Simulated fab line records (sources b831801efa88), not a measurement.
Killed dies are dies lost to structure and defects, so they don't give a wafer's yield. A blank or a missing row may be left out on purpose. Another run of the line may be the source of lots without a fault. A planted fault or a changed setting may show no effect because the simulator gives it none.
A single fault, viewed from 2 desks ; flow gf180mcu ; what lay behind the numbers comes last; until then each desk has only its own

== METROLOGY DESK ==
What the gauges read, lot by lot, whatever tool the lot ran on: means of the sampled wafers that have a number. The brackets show how far a lot's mean lies from the usual mean; more than 4 standard deviations puts the lot out of limits, marked OUT.
Columns: A = V5_OVL at GF_V5_OVL_MEAS_15, usual 3 nm; B = TOP_METAL_ALCU_RS at GF_TOP_METAL_RS_MEAS_05, usual 0.0327 ohm/sq
lot;first seen here;A;B
L492;day 27 10:53;2;0.0325
L495;day 28 07:06;7;0.0320
L497;day 28 23:27;-1;0.0328
L496;day 29 01:23;-2;0.0324
L500;day 29 22:42;-3;0.0325
L501;day 30 08:41;2;0.0326
L502;day 30 14:34;6;0.0329
L504;day 30 22:35;0;0.0329
L505;day 31 12:45;1;0.0323
L507;day 31 23:05;-1;0.0327
L508;day 32 01:10;5;0.0330
L512;day 33 05:15;-1;0.0331
L513;day 33 05:35;-1;0.0329
Finding of this desk: none of the 13 lots has anything out of limits.

== THE TOOL OWNER'S DESK: rieMetal-02 ==
The tool's own readings at GF_TOP_METAL_METAL_ETCH_16 (etches the open film in Cl2/BCl3, stops on SiO2, target depth 1077.5 nm, time 179.6 s): means of the sampled wafers that have a number, for each lot that ran on this tool. The brackets show how far a lot's mean lies from the usual mean; more than 4 standard deviations puts the lot out of limits, marked OUT.
Columns: A = bcl3FlowSccm at GF_TOP_METAL_METAL_ETCH_16, usual 39.99 sccm; B = drypumpMotorCurrentA at GF_TOP_METAL_METAL_ETCH_16, usual 5.58 A; C = heBacksideLeakSccm at GF_TOP_METAL_METAL_ETCH_16, usual 3.32 sccm; D = oesProductAu at GF_TOP_METAL_METAL_ETCH_16, usual 0.965 a.u.; E = throttleValvePct at GF_TOP_METAL_METAL_ETCH_16, usual 28.257 %
lot;first seen here;A;B;C;D;E
L492;day 28 08:34;40.04;5.40;3.22;0.966;28.249
L501;day 31 04:56;39.98;5.34;3.25;0.966;28.248
L504;day 31 17:19;40.04;5.36;3.24;0.958;28.258
L507;day 32 17:25;39.99;5.34;3.38;0.965;28.264
L513;day 33 23:07;39.97;5.35;3.22;0.878 (-13) OUT;28.353 (+8.8) OUT
Finding of this desk: L513 out of limits; the first was L513 at day 33 23:07, on oesProductAu at GF_TOP_METAL_METAL_ETCH_16. L492, L501, L504, L507: within limits.

== TAKEN TOGETHER ==
The tool owner's desk could have raised an alarm at day 33 23:07, on L513.
From the metrology desk's view, nothing was out of limits.
The metrology desk has L513 on record, within its limits.
All the named lots went through GF_TOP_METAL_METAL_ETCH_16 on rieMetal-02.

== WHAT THE SIMULATOR PUT IN ==
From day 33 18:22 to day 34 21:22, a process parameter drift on rieMetal-02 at GF_TOP_METAL_METAL_ETCH_16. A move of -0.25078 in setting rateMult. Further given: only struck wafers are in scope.
Lots struck among those shown: L513.
How many hours passed from the start of the fault until each desk's first out-of-limits reading: the tool owner's desk, 5.
